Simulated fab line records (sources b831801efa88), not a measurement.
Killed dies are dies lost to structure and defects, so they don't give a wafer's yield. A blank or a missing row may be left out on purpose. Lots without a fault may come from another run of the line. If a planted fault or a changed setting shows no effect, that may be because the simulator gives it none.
fab line records	flow gf180mcu
record: lots: 5	wafers: 23
route steps=602 shown DNWELL@40 NWELL@50 LVPWELL@57 MVPSD@87 VT_IMPLANT@92 POLY_GATE@162 HV_LDD@180
start_h: start of the lot's first displayed wafer, in hours after the record's first day	wait_h: hours elapsed since this lot's preceding step	" the same as in the row above	L1.1+2: a single row standing in for several wafers	- no value, or no start was given	* or withheld: withheld	< > ~ a bound
route shown NAME@n: a module of which the file shows steps, and the number in the route of the first	usual: mean/standard deviation taken from wafers without a fault	same: alike in all rows	chamber/n: place in a boat	sites: readings site by site	_std_site: how widely they spread, as a standard deviation	_edge_site: outer sites' mean less inner sites'	radius_mm: for every site, how far away it sits from the centre of the wafer	mask NAME#n: copy n	behind: tool/chamber where the wafer was last shaped	hold: reason for holding the lot/hours on hold/outcome of the hold	device: transistor that didn't switch, given as n, p or np	end of line: the same wafers' tests at the end of the route	a step given without rows: its recipe and nothing more	killed: count of dies lost to structure and defects at first sort (not the wafer's yield)	map: dies across one wafer; x = killed, . = not, _ = none there
set.NAME: the run value of the setting; set.NAME@STEP: its run value at that earlier step	model.NAME: the simulator's own value behind a step, which no gauge read
lots where settings were altered on purpose, with a table for each step and a row for each wafer
== steps ==
step: GF_DNWELL_STRIP_08
recipe: chemistry: O2/N2	power_w: 1400	pressure_mtorr: 1500	platen_temp_c: 250	o2_flow_sccm: 3000	n2_flow_sccm: 300	overash_fraction: 0.5
usual: oes_product_au: 0.722/0.0042	strip_time_to_endpoint_s: 36.96/0.11
lot.wafer	tool	chamber	start_h	wait_h	set.platen_temp_c	oes_product_au	strip_time_to_endpoint_s
L075.1	plasma_asher-03	0	47.52	0.1	250	0.722	36.95
L075.2	"	1	"	"	250	0.719	36.93
L075.4	"	0	"	"	250	0.728	37.06
L075.5	"	0	"	"	250	0.726	37.07
L075.6	"	1	"	"	250	0.723	37.13
L082.1	plasma_asher-01	0	89.91	0.1	255.2	0.766	33.74
L082.2	"	1	"	"	250	0.728	37.13
L082.3	"	0	"	"	255.2	0.778	33.68
L082.4	"	1	"	"	250	0.723	37.10
L082.5	"	1	"	"	250	0.727	37.08
L083.2	plasma_asher-02	0	95.84	0.1	250	0.720	36.82
L083.3	"	1	"	"	250	0.729	36.77
L083.4	"	0	"	"	250	0.724	36.83
L084.1	plasma_asher-03	0	96.57	0.1	253.1	0.749	34.89
L084.2	"	1	"	"	250	0.722	37.00
L084.3	"	0	"	"	253.1	0.750	34.91
L084.4	"	1	"	"	250	0.723	36.89
L084.5	"	0	"	"	253.1	0.752	34.89
L085.1	plasma_asher-01	1	103.41	0.1	250	0.725	36.93
L085.2	"	0	"	"	250	0.721	36.89
L085.3	"	0	"	"	256.9	0.788	32.55
L085.4	"	1	"	"	250	0.721	36.90
L085.6	"	1	"	"	256.9	0.786	32.48
step: GF_NWELL_IMPLANT_08
recipe: species: P	energy_kev: 450	dose_cm2: 1.5e+13	tilt_deg: 0
lot.wafer	tool	chamber	start_h	wait_h	set.dose_cm2
L075.1+2	implanter-02	0	59.47	0.0	1.5e+13
L075.4+5+6	"	0	"	"	1.25e+13
L082.1+2+4	implanter-02	0	104.30	0.0	1.5e+13
L082.3+5	"	0	"	"	1.242e+13
L083.2+3+4	implanter-03	0	110.20	0.0	1.5e+13
L084.1+2+3	implanter-04	0	110.57	0.0	1.5e+13
L084.4+5	"	0	"	"	1.677e+13
L085.1+2	implanter-02	0	117.37	0.0	1.387e+13
L085.3+4+6	"	0	"	"	1.5e+13
step: GF_NWELL_IMPLANT_09
recipe: species: P	energy_kev: 160	dose_cm2: 4e+12	tilt_deg: 0
step: GF_NWELL_STRIP_10
recipe: chemistry: O2/N2	power_w: 1400	pressure_mtorr: 1500	platen_temp_c: 250	o2_flow_sccm: 3000	n2_flow_sccm: 300	overash_fraction: 0.5
step: GF_NWELL_TW_MEAS_11
usual: NWELL_TW: 1578/18
lot.wafer	tool	chamber	start_h	wait_h	set.dose_cm2@NWELL_IMPLANT_08	NWELL_TW
L075.1	film_metro-02	-	59.87	0.1	1.5e+13	1552
L075.2	"	-	"	"	1.5e+13	1556
L075.4	"	-	"	"	1.25e+13	1480
L075.5	"	-	"	"	1.25e+13	1481
L075.6	"	-	"	"	1.25e+13	1481
L082.1	film_metro-04	-	104.70	0.1	1.5e+13	1594
L082.2	"	-	"	"	1.5e+13	1606
L082.3	"	-	"	"	1.242e+13	1510
L082.4	"	-	"	"	1.5e+13	1585
L082.5	"	-	"	"	1.242e+13	1508
L083.2	film_metro-03	-	110.59	0.1	1.5e+13	1589
L083.3	"	-	"	"	1.5e+13	1602
L083.4	"	-	"	"	1.5e+13	1591
L084.1	film_metro-03	-	110.97	0.1	1.5e+13	1593
L084.2	"	-	"	"	1.5e+13	1586
L084.3	"	-	"	"	1.5e+13	1585
L084.4	"	-	"	"	1.677e+13	1640
L084.5	"	-	"	"	1.677e+13	1639
L085.1	film_metro-04	-	117.77	0.1	1.387e+13	1566
L085.2	"	-	"	"	1.387e+13	1563
L085.3	"	-	"	"	1.5e+13	1599
L085.4	"	-	"	"	1.5e+13	1583
L085.6	"	-	"	"	1.5e+13	1597
step: GF_LVPWELL_SOFTBAKE_03
recipe: temp_c: 110	time_s: withheld
lot.wafer	tool	chamber	start_h	wait_h	set.temp_c
L075.1+2+6	litho_track-02	0	65.39	0.1	111.3
L075.4+5	"	0	"	"	110
L082.1+4	litho_track-04	0	111.79	0.1	110
L082.2+3+5	"	0	"	"	106.4
L083.2+3+4	litho_track-04	0	117.38	0.1	110
L084.1+3	litho_track-01	0	118.02	0.1	113.4
L084.2+4+5	"	0	"	"	110
L085.1+4+6	litho_track-02	0	125.59	0.1	110
L085.2+3	"	0	"	"	106.6
step: GF_LVPWELL_STRIP_10
recipe: chemistry: O2/N2	power_w: 1400	pressure_mtorr: 1500	platen_temp_c: 250	o2_flow_sccm: 3000	n2_flow_sccm: 300	overash_fraction: 0.5
usual: oes_product_au: 0.722/0.0039	strip_time_to_endpoint_s: 36.97/0.096
lot.wafer	tool	chamber	start_h	wait_h	set.pressure_mtorr	set.temp_c@LVPWELL_SOFTBAKE_03	oes_product_au	strip_time_to_endpoint_s
L075.1	plasma_asher-02	1	71.72	0.1	1405	111.3	0.714	37.60
L075.2	"	0	"	"	1405	111.3	0.713	37.59
L075.4	"	1	"	"	1405	110	0.708	37.74
L075.5	"	1	"	"	1405	110	0.712	37.70
L075.6	"	0	"	"	1405	111.3	0.709	37.55
L082.1	plasma_asher-03	0	119.51	0.1	1326	110	0.697	38.49
L082.2	"	1	"	"	1326	106.4	0.699	38.80
L082.3	"	0	"	"	1326	106.4	0.696	38.82
L082.4	"	1	"	"	1326	110	0.709	38.53
L082.5	"	0	"	"	1326	106.4	0.705	38.89
L083.2	plasma_asher-02	1	125.76	0.1	1500	110	0.720	37.04
L083.3	"	1	"	"	1500	110	0.726	37.03
L083.4	"	0	"	"	1500	110	0.722	37.08
L084.1	plasma_asher-02	1	126.33	0.1	1500	113.4	0.729	36.71
L084.2	"	0	"	"	1500	110	0.719	36.92
L084.3	"	1	"	"	1500	113.4	0.722	36.73
L084.4	"	0	"	"	1500	110	0.729	37.09
L084.5	"	1	"	"	1500	110	0.723	36.90
L085.1	plasma_asher-04	1	132.74	0.1	1619	110	0.730	36.22
L085.2	"	0	"	"	1619	106.6	0.730	36.53
L085.3	"	1	"	"	1619	106.6	0.731	36.44
L085.4	"	0	"	"	1619	110	0.732	36.24
L085.6	"	1	"	"	1619	110	0.734	36.16
step: GF_MVPSD_IMPLANT_09
recipe: species: B	energy_kev: 40	dose_cm2: 5e+12	tilt_deg: 0
lot.wafer	tool	chamber	start_h	wait_h	set.dose_cm2
L075.1+6	implanter-04	0	99.85	0.1	5e+12
L075.2+4+5	"	0	"	"	4.762e+12
L082.1+3	implanter-01	0	149.90	0.1	5e+12
L082.2+4+5	"	0	"	"	5.216e+12
L083.2+3+4	implanter-01	0	156.63	0.1	5e+12
L084.1+2+3+4+5	implanter-02	0	157.80	0.1	5e+12
L085.1+3+4	implanter-02	0	164.50	0.1	4.782e+12
L085.2+6	"	0	"	"	5e+12
step: GF_VT_IMPLANT_COAT_02
recipe: resist: NOVOLAK	spin_rpm: 3000	resist_thk_nm: 1000
lot.wafer	tool	chamber	start_h	wait_h	set.resist_thk_nm	model.NOVOLAK_of_VT_IMPLANT_COAT_02.thk_nm
L075.1	litho_track-02	0	106.69	0.1	1034	1035
L075.2	"	0	"	"	1000	1004
L075.4+6	"	0	"	"	1034	1037
L075.5	"	0	"	"	1000	1003
L082.1	litho_track-02	0	156.99	0.1	963.6	964.5
L082.2	"	0	"	"	963.6	966.4
L082.3	"	0	"	"	1000	1003
L082.4	"	0	"	"	1000	997.6
L082.5	"	0	"	"	963.6	963.7
L083.2	litho_track-02	0	164.86	0.1	1000	999
L083.3	"	0	"	"	1000	997.2
L083.4	"	0	"	"	1000	1000
L084.1	litho_track-02	0	165.44	0.1	1000	1002
L084.2	"	0	"	"	1016	1016
L084.3	"	0	"	"	1000	1000
L084.4	"	0	"	"	1000	996.7
L084.5	"	0	"	"	1016	1014
L085.1+6	litho_track-03	0	172.21	0.1	1000	1005
L085.2	"	0	"	"	1000	1001
L085.3	"	0	"	"	968.2	973.2
L085.4	"	0	"	"	968.2	971.9
step: GF_VT_IMPLANT_SOFTBAKE_03
recipe: temp_c: 90	time_s: 60	resist: NOVOLAK
step: GF_VT_IMPLANT_EXPOSE_04
recipe: mask_id: LVPWELL_LV_AREA	target_cd_nm: 600	na: 0.6	source_shape: conventional	sigma_outer: 0.6	dose_mj: 140
step: GF_VT_IMPLANT_IMPLANT_08
recipe: species: BF2	energy_kev: 20	dose_cm2: 8.29e+12	tilt_deg: 7
step: GF_VT_IMPLANT_STRIP_09
recipe: chemistry: O2/N2	power_w: 1400	pressure_mtorr: 1500	platen_temp_c: 250	o2_flow_sccm: 3000	n2_flow_sccm: 300	overash_fraction: 0.5
usual: strip_time_to_endpoint_s: 12.64/0.039
lot.wafer	tool	chamber	start_h	wait_h	set.resist_thk_nm@VT_IMPLANT_COAT_02	strip_time_to_endpoint_s
L075.1	plasma_asher-01	0	114.15	0.1	1034	12.97
L075.2	"	1	"	"	1000	12.67
L075.4	"	0	"	"	1034	12.99
L075.5	"	0	"	"	1000	12.66
L075.6	"	1	"	"	1034	12.99
L082.1	plasma_asher-01	0	165.45	0.1	963.6	12.22
L082.2	"	1	"	"	963.6	12.24
L082.3	"	1	"	"	1000	12.65
L082.4	"	0	"	"	1000	12.59
L082.5	"	0	"	"	963.6	12.21
L083.2	plasma_asher-02	0	173.33	0.1	1000	12.59
L083.3	"	0	"	"	1000	12.59
L083.4	"	1	"	"	1000	12.63
L084.1	plasma_asher-04	0	174.17	0.1	1000	12.66
L084.2	"	1	"	"	1016	12.81
L084.3	"	0	"	"	1000	12.62
L084.4	"	1	"	"	1000	12.60
L084.5	"	0	"	"	1016	12.82
L085.1	plasma_asher-04	1	180.88	0.1	1000	12.68
L085.2	"	0	"	"	1000	12.66
L085.3	"	1	"	"	968.2	12.31
L085.4	"	0	"	"	968.2	12.30
L085.6	"	0	"	"	1000	12.69
step: GF_VT_IMPLANT_SOFTBAKE_14
recipe: temp_c: 90	time_s: 60	resist: NOVOLAK
lot.wafer	tool	chamber	start_h	wait_h	set.temp_c
L075.1+4	litho_track-03	0	121.46	0.1	90
L075.2+5+6	"	0	"	"	91.71
L082.1+4	litho_track-04	0	173.59	0.1	90
L082.2+3+5	"	0	"	"	86.66
L083.2+3+4	litho_track-04	0	181.47	0.1	90
L084.1+4+5	litho_track-02	0	182.49	0.1	90
L084.2+3	"	0	"	"	87.28
L085.1+4	litho_track-03	0	189.11	0.1	90
L085.2+3+6	"	0	"	"	93.66
step: GF_VT_IMPLANT_IMPLANT_19
recipe: species: As	energy_kev: 100	dose_cm2: 4.35e+12	tilt_deg: 7
lot.wafer	tool	chamber	start_h	wait_h	set.energy_kev
L075.1+5+6	implanter-03	0	129.45	0.0	100
L075.2+4	"	0	"	"	105.5
L082.1+2+3+4+5	implanter-03	0	181.93	0.0	100
L083.2+3+4	implanter-02	0	189.62	0.0	100
L084.1+2	implanter-03	0	191.13	0.0	102.5
L084.3+4+5	"	0	"	"	100
L085.1+2+4	implanter-02	0	198.03	0.0	100
L085.3+6	"	0	"	"	97.36
step: GF_VT_IMPLANT_STRIP_20
recipe: chemistry: O2/N2	power_w: 1400	pressure_mtorr: 1500	platen_temp_c: 250	o2_flow_sccm: 3000	n2_flow_sccm: 300	overash_fraction: 0.5
usual: strip_time_to_endpoint_s: 12.63/0.032
lot.wafer	tool	chamber	start_h	wait_h	set.temp_c@VT_IMPLANT_SOFTBAKE_14	strip_time_to_endpoint_s
L075.1	plasma_asher-02	0	129.60	0.1	90	12.62
L075.2	"	1	"	"	91.71	12.57
L075.4	"	1	"	"	90	12.62
L075.5	"	0	"	"	91.71	12.58
L075.6	"	1	"	"	91.71	12.55
L082.1	plasma_asher-01	1	182.08	0.1	90	12.60
L082.2	"	0	"	"	86.66	12.70
L082.3	"	0	"	"	86.66	12.69
L082.4	"	1	"	"	90	12.58
L082.5	"	1	"	"	86.66	12.68
L083.2	plasma_asher-01	0	189.75	0.1	90	12.62
L083.3	"	1	"	"	90	12.65
L083.4	"	0	"	"	90	12.65
L084.1	plasma_asher-02	1	191.28	0.1	90	12.65
L084.2	"	0	"	"	87.28	12.74
L084.3	"	1	"	"	87.28	12.70
L084.4	"	0	"	"	90	12.60
L084.5	"	0	"	"	90	12.66
L085.1	plasma_asher-02	1	198.18	0.1	90	12.65
L085.2	"	0	"	"	93.66	12.53
L085.3	"	1	"	"	93.66	12.52
L085.4	"	0	"	"	90	12.62
L085.6	"	1	"	"	93.66	12.52
step: GF_VT_IMPLANT_IMPLANT_41
recipe: species: As	energy_kev: 70	dose_cm2: 1.013e+12	tilt_deg: 7
lot.wafer	tool	chamber	start_h	wait_h	set.energy_kev
L075.1+2+4	implanter-04	0	159.17	0.0	71.14
L075.5+6	"	0	"	"	70
L082.1+4+5	implanter-02	0	216.73	0.0	70
L082.2+3	"	0	"	"	68.87
L083.2+3+4	implanter-04	0	224.30	0.0	70
L084.1+2+3	implanter-04	0	226.60	0.0	73.25
L084.4+5	"	0	"	"	70
L085.1+2+6	implanter-02	0	233.62	0.0	71.97
L085.3+4	"	0	"	"	70
step: GF_VT_IMPLANT_STRIP_42
recipe: chemistry: O2/N2	power_w: 1400	pressure_mtorr: 1500	platen_temp_c: 250	o2_flow_sccm: 3000	n2_flow_sccm: 300	overash_fraction: 0.5
step: GF_VT_IMPLANT_TW_MEAS_43
usual: VT_IMPLANT_4_TW: 692.0/2.5
lot.wafer	tool	chamber	start_h	wait_h	set.energy_kev@VT_IMPLANT_IMPLANT_41	VT_IMPLANT_4_TW
L075.1	film_metro-01	-	159.42	0.1	71.14	697.3
L075.2	"	-	"	"	71.14	699.2
L075.4	"	-	"	"	71.14	693.7
L075.5	"	-	"	"	70	691.4
L075.6	"	-	"	"	70	691.0
L082.1	film_metro-01	-	216.98	0.1	70	692.9
L082.2	"	-	"	"	68.87	686.9
L082.3	"	-	"	"	68.87	690.0
L082.4	"	-	"	"	70	694.2
L082.5	"	-	"	"	70	692.7
L083.2	film_metro-01	-	224.53	0.1	70	691.1
L083.3	"	-	"	"	70	691.6
L083.4	"	-	"	"	70	686.6
L084.1	film_metro-04	-	226.85	0.1	73.25	701.7
L084.2	"	-	"	"	73.25	704.3
L084.3	"	-	"	"	73.25	700.6
L084.4	"	-	"	"	70	687.2
L084.5	"	-	"	"	70	692.0
L085.1	film_metro-04	-	233.87	0.1	71.97	700.0
L085.2	"	-	"	"	71.97	696.1
L085.3	"	-	"	"	70	694.0
L085.4	"	-	"	"	70	692.0
L085.6	"	-	"	"	71.97	697.6
step: GF_VT_IMPLANT_CLEAN_44
recipe: chemistry: SC1/SC2	mix: 1:4:20	temp_c: 70	time_s: 150	dry: n2_spin
step: GF_VT_IMPLANT_RTA_45
recipe: temp_c: 1050	time_s: 30	ambient: N2
step: GF_VT_IMPLANT_RS_MEAS_49
recipe: thk_meas_gauge: four-point-probe
usual: MVPSD_RS: 1160/3.1
lot.wafer	tool	chamber	start_h	wait_h	set.dose_cm2@MVPSD_IMPLANT_09	MVPSD_RS[ohm/sq]
L075.1	film_metro-03	-	159.99	0.1	5e+12	1162
L075.2	"	-	"	"	4.762e+12	1174
L075.4	"	-	"	"	4.762e+12	1172
L075.5	"	-	"	"	4.762e+12	1174
L075.6	"	-	"	"	5e+12	1162
L082.1	film_metro-02	-	217.55	0.1	5e+12	1164
L082.2	"	-	"	"	5.216e+12	1156
L082.3	"	-	"	"	5e+12	1160
L082.4	"	-	"	"	5.216e+12	1155
L082.5	"	-	"	"	5.216e+12	1153
L083.2	film_metro-03	-	225.11	0.1	5e+12	1156
L083.3	"	-	"	"	5e+12	1159
L083.4	"	-	"	"	5e+12	1158
L084.1	film_metro-03	-	227.42	0.1	5e+12	1155
L084.2	"	-	"	"	5e+12	1155
L084.3	"	-	"	"	5e+12	1157
L084.4	"	-	"	"	5e+12	1158
L084.5	"	-	"	"	5e+12	1157
L085.1	film_metro-03	-	234.44	0.1	4.782e+12	1167
L085.2	"	-	"	"	5e+12	1157
L085.3	"	-	"	"	4.782e+12	1166
L085.4	"	-	"	"	4.782e+12	1168
L085.6	"	-	"	"	5e+12	1156
step: GF_POLY_GATE_COAT_05
recipe: resist: KrF	spin_rpm: withheld	resist_thk_nm: 700
lot.wafer	tool	chamber	start_h	wait_h	set.resist_thk_nm	model.KrF_of_POLY_GATE_COAT_05.thk_nm
L075.1	litho_track-01	0	-	-	681.7	682.1
L075.2	"	0	"	"	700	698.2
L075.4	"	0	"	"	700	699.9
L075.5	"	0	"	"	681.7	681.7
L075.6	"	0	"	"	700	700.6
L082.1	litho_track-01	0	-	-	700	697.2
L082.2	"	0	"	"	718.8	716.7
L082.3	"	0	"	"	718.8	713.2
L082.4	"	0	"	"	718.8	716.5
L082.5	"	0	"	"	700	698
L083.2	litho_track-03	0	-	-	700	705.7
L083.3	"	0	"	"	700	702.3
L083.4	"	0	"	"	700	703.5
L084.1	litho_track-01	0	-	-	700	700.5
L084.2	"	0	"	"	669.1	670.4
L084.3	"	0	"	"	669.1	668.7
L084.4	"	0	"	"	669.1	672.1
L084.5	"	0	"	"	700	700.4
L085.1	litho_track-01	0	-	-	677.9	678.4
L085.2	"	0	"	"	700	698.2
L085.3	"	0	"	"	677.9	678.2
L085.4	"	0	"	"	700	700.3
L085.6	"	0	"	"	677.9	676.6
step: GF_POLY_GATE_OXIDATION_16
recipe: temp_c: 850	ambient: O2	stabilise_s: 600	purge_s: 300	target_thk_a: 40	ox_time_s: 899
lot.wafer	tool	chamber	start_h	wait_h	set.ox_time_s	model.SiO2_of_POLY_GATE_OXIDATION_16.thk_nm
L075.1	-	-	-	0.1	782.6	3.643
L075.2	"	-	"	"	782.6	3.711
L075.4	"	-	"	"	782.6	3.656
L075.5	"	-	"	"	782.6	3.639
L075.6	"	-	"	"	782.6	3.684
L082.1	-	-	-	0.8	952.7	4.235
L082.2	"	-	"	"	952.7	4.329
L082.3	"	-	"	"	952.7	4.276
L082.4	"	-	"	"	952.7	4.216
L082.5	"	-	"	"	952.7	4.239
L083.2	furnace-01	0	269.18	0.4	899	3.991
L083.3	"	0	"	"	899	4.034
L083.4	"	0	"	"	899	4.018
L084.1	-	-	-	2.3	766.7	3.488
L084.2	"	-	"	"	766.7	3.491
L084.3	"	-	"	"	766.7	3.547
L084.4	"	-	"	"	766.7	3.552
L084.5	"	-	"	"	766.7	3.489
L085.1	-	-	-	3.7	782.8	3.6
L085.2	"	-	"	"	782.8	3.587
L085.3	"	-	"	"	782.8	3.649
L085.4	"	-	"	"	782.8	3.557
L085.6	"	-	"	"	782.8	3.637
step: GF_POLY_GATE_THK_MEAS_17
recipe: reads: SiO2_of_POLY_GATE_OXIDATION_16
usual: POLY_GATE_OXIDATION_THK: 4.00/0.073
lot.wafer	tool	chamber	start_h	wait_h	set.ox_time_s@POLY_GATE_OXIDATION_16	POLY_GATE_OXIDATION_THK[nm]
L075.1	film_metro-03	-	-	-	782.6	3.65
L075.2	"	-	"	"	782.6	3.66
L075.4	"	-	"	"	782.6	3.65
L075.5	"	-	"	"	782.6	3.64
L075.6	"	-	"	"	782.6	3.69
L082.1	film_metro-03	-	-	-	952.7	4.26
L082.2	"	-	"	"	952.7	4.32
L082.3	"	-	"	"	952.7	4.28
L082.4	"	-	"	"	952.7	4.23
L082.5	"	-	"	"	952.7	4.22
L083.2	film_metro-01	-	270.44	0.0	899	4.03
L083.3	"	-	"	"	899	4.06
L083.4	"	-	"	"	899	4.01
L084.1	film_metro-04	-	-	-	766.7	3.48
L084.2	"	-	"	"	766.7	3.45
L084.3	"	-	"	"	766.7	3.60
L084.4	"	-	"	"	766.7	3.53
L084.5	"	-	"	"	766.7	3.52
L085.1	film_metro-01	-	-	-	782.8	3.59
L085.2	"	-	"	"	782.8	3.61
L085.3	"	-	"	"	782.8	3.61
L085.4	"	-	"	"	782.8	3.52
L085.6	"	-	"	"	782.8	3.68
step: GF_HV_LDD_EXPOSE_04
recipe: mask_id: Nplus_LV_AREA	target_cd_nm: 400	na: 0.6	source_shape: conventional	sigma_outer: 0.6	dose_mj: 140
lot.wafer	tool	chamber	start_h	wait_h	mask	set.dose_mj
L075.1+2+5	iline_stepper-01	0	-	-	Nplus_LV_AREA#0	150.2
L075.4+6	"	0	"	"	Nplus_LV_AREA#0	140
L082.1+2+3+4+5	iline_stepper-01	0	-	-	Nplus_LV_AREA#0	140
L083.2+3+4	iline_stepper-02	0	-	-	Nplus_LV_AREA#0	140
L084.1+4	iline_stepper-02	0	-	-	Nplus_LV_AREA#0	135.3
L084.2+3+5	"	0	"	"	Nplus_LV_AREA#0	140
L085.1+2+3+4+6	iline_stepper-01	0	-	-	Nplus_LV_AREA#0	140
step: GF_HV_LDD_PEB_05
recipe: temp_c: withheld	time_s: *	resist: NOVOLAK
step: GF_HV_LDD_DEVELOP_06
recipe: develop_time_s: 60	dev_temp_c: 23
step: GF_HV_LDD_CD_MEAS_07
recipe: target_cd_nm: 400
usual: cd_nm: 399.5/2
lot.wafer	tool	chamber	start_h	wait_h	set.dose_mj@HV_LDD_EXPOSE_04	cd_nm
L075.1	cd_sem-02	-	216.76	0.1	150.2	420.1
L075.2	"	-	"	"	150.2	420.7
L075.4	"	-	"	"	140	400.0
L075.5	"	-	"	"	150.2	420.7
L075.6	"	-	"	"	140	400.4
L082.1	cd_sem-02	-	282.90	0.2	140	398.2
L082.2	"	-	"	"	140	398.3
L082.3	"	-	"	"	140	397.8
L082.4	"	-	"	"	140	398.4
L082.5	"	-	"	"	140	399.7
L083.2	cd_sem-01	-	289.59	0.1	140	395.4
L083.3	"	-	"	"	140	395.0
L083.4	"	-	"	"	140	398.5
L084.1	cd_sem-02	-	296.36	0.1	135.3	391.0
L084.2	"	-	"	"	140	400.1
L084.3	"	-	"	"	140	401.5
L084.4	"	-	"	"	135.3	388.0
L084.5	"	-	"	"	140	400.1
L085.1	cd_sem-02	-	304.89	0.1	140	398.5
L085.2	"	-	"	"	140	395.2
L085.3	"	-	"	"	140	397.9
L085.4	"	-	"	"	140	396.8
L085.6	"	-	"	"	140	396.8
== key ==
split: step: GF_DNWELL_STRIP_08	setting: platen_temp_c	stated: 250	by: wafer
response: step: GF_DNWELL_STRIP_08	reading: oes_product_au	change: +0.023	per: 1%	r: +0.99
response: step: GF_DNWELL_STRIP_08	reading: strip_time_to_endpoint_s	change: *	per: 1%	r: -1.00
split: step: GF_NWELL_IMPLANT_08	setting: dose_cm2	stated: 1.5e+13	by: wafer
response: step: GF_NWELL_TW_MEAS_11	reading: NWELL_TW	change: +4.6	per: 1%	r: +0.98
split: step: GF_LVPWELL_SOFTBAKE_03	setting: temp_c	stated: 110	by: wafer
response: step: GF_LVPWELL_STRIP_10	reading: strip_time_to_endpoint_s	change: *	per: 1%	r: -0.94
split: step: GF_LVPWELL_STRIP_10	setting: pressure_mtorr	stated: 1500	by: lot
response: step: GF_LVPWELL_STRIP_10	reading: oes_product_au	change: +0.00159	per: 1%	r: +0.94
response: step: GF_LVPWELL_STRIP_10	reading: strip_time_to_endpoint_s	change: *	per: 1%	r: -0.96
split: step: GF_MVPSD_IMPLANT_09	setting: dose_cm2	stated: 5e+12	by: wafer
response: step: GF_VT_IMPLANT_RS_MEAS_49	reading: MVPSD_RS	change: -2.2	per: 1%	r: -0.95
split: step: GF_VT_IMPLANT_COAT_02	setting: resist_thk_nm	stated: 1000	by: wafer
response: step: GF_VT_IMPLANT_COAT_02	reading: model.NOVOLAK_of_VT_IMPLANT_COAT_02.thk_nm	change: +9.74	per: 1%	r: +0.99
response: step: GF_VT_IMPLANT_STRIP_09	reading: strip_time_to_endpoint_s	change: *	per: 1%	r: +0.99
split: step: GF_VT_IMPLANT_SOFTBAKE_14	setting: temp_c	stated: 90	by: wafer
response: step: GF_VT_IMPLANT_STRIP_20	reading: strip_time_to_endpoint_s	change: *	per: 1%	r: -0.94
split: step: GF_VT_IMPLANT_IMPLANT_19	setting: energy_kev	stated: 100	by: wafer
response none clear
split: step: GF_VT_IMPLANT_IMPLANT_41	setting: energy_kev	stated: 70	by: wafer
response: step: GF_VT_IMPLANT_TW_MEAS_43	reading: VT_IMPLANT_4_TW	change: +2.56	per: 1%	r: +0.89
split: step: GF_POLY_GATE_COAT_05	setting: resist_thk_nm	stated: 700	by: wafer
response: step: GF_POLY_GATE_COAT_05	reading: model.KrF_of_POLY_GATE_COAT_05.thk_nm	change: +6.77	per: 1%	r: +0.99
split: step: GF_POLY_GATE_OXIDATION_16	setting: ox_time_s	stated: 899	by: lot
response: step: GF_POLY_GATE_OXIDATION_16	reading: model.SiO2_of_POLY_GATE_OXIDATION_16.thk_nm	change: +0.0337	per: 1%	r: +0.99
response: step: GF_POLY_GATE_THK_MEAS_17	reading: POLY_GATE_OXIDATION_THK	change: +0.0342	per: 1%	r: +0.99
split: step: GF_HV_LDD_EXPOSE_04	setting: dose_mj	stated: 140	by: wafer
response: step: GF_HV_LDD_CD_MEAS_07	reading: cd_nm	change: +2.88	per: 1%	r: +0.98
